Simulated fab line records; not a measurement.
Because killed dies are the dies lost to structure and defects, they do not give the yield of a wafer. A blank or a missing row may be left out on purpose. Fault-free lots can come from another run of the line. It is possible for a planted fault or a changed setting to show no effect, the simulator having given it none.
Matching of chambers | flow sky130 | hdpcvd-01 running SKY_VIA1_HDPCVD_00: 3 sister chambers
The step deposits SiO2, target thk 1030 nm, time 171.7 s. 6 wafers are shown with their chamber, then 7 later ones without.

EACH WAFER AND ITS CHAMBER
wafer  | chamber | susceptor_temp_C (C)
L106.5 | 1       | 399.83
L107.4 | 1       | 399.86
L107.5 | 0       | 399.89
L107.6 | 2       | 399.59
L108.2 | 2       | 399.95
L108.3 | 0       | 399.52

WAFERS MISSING THEIR CHAMBER
wafer  | susceptor_temp_C (C)
L108.4 | 400.17
L118.2 | 399.87
L118.5 | 399.67
L118.6 | 400.12
L122.1 | 400.15
L122.3 | 400.02
L122.6 | 399.28

WHICH CHAMBER EACH ONE RAN IN
wafer  | from the rows above          | in truth
L108.4 | can't be placed: 1 or 2 or 0 | 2
L118.2 | can't be placed: 1 or 2 or 0 | 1
L118.5 | can't be placed: 0 or 2 or 1 | 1
L118.6 | can't be placed: 1 or 2 or 0 | 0
L122.1 | can't be placed: 1 or 2 or 0 | 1
L122.3 | can't be placed: 1 or 2 or 0 | 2
L122.6 | can't be placed: 0 or 2 or 1 | 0
Correct placement for 0 of the 7. Unplaceable from these rows: 7, with the true chamber sitting among the candidates in 7. Placed wrongly: 0.
How it was worked out, from the rows above alone: a wafer's distance from a chamber is the root of the sum, over the readings, of the square of ((its reading less the chamber's mean) divided by the reading's scatter). The wafer belongs to the nearest chamber; if the next one is less than 2 further off, it can't be placed. A chamber's mean is the mean of its shown wafers. The scatter: the root of (the sum of the squares of (reading less its chamber's mean) over the shown wafers, divided by (wafers less chambers)).
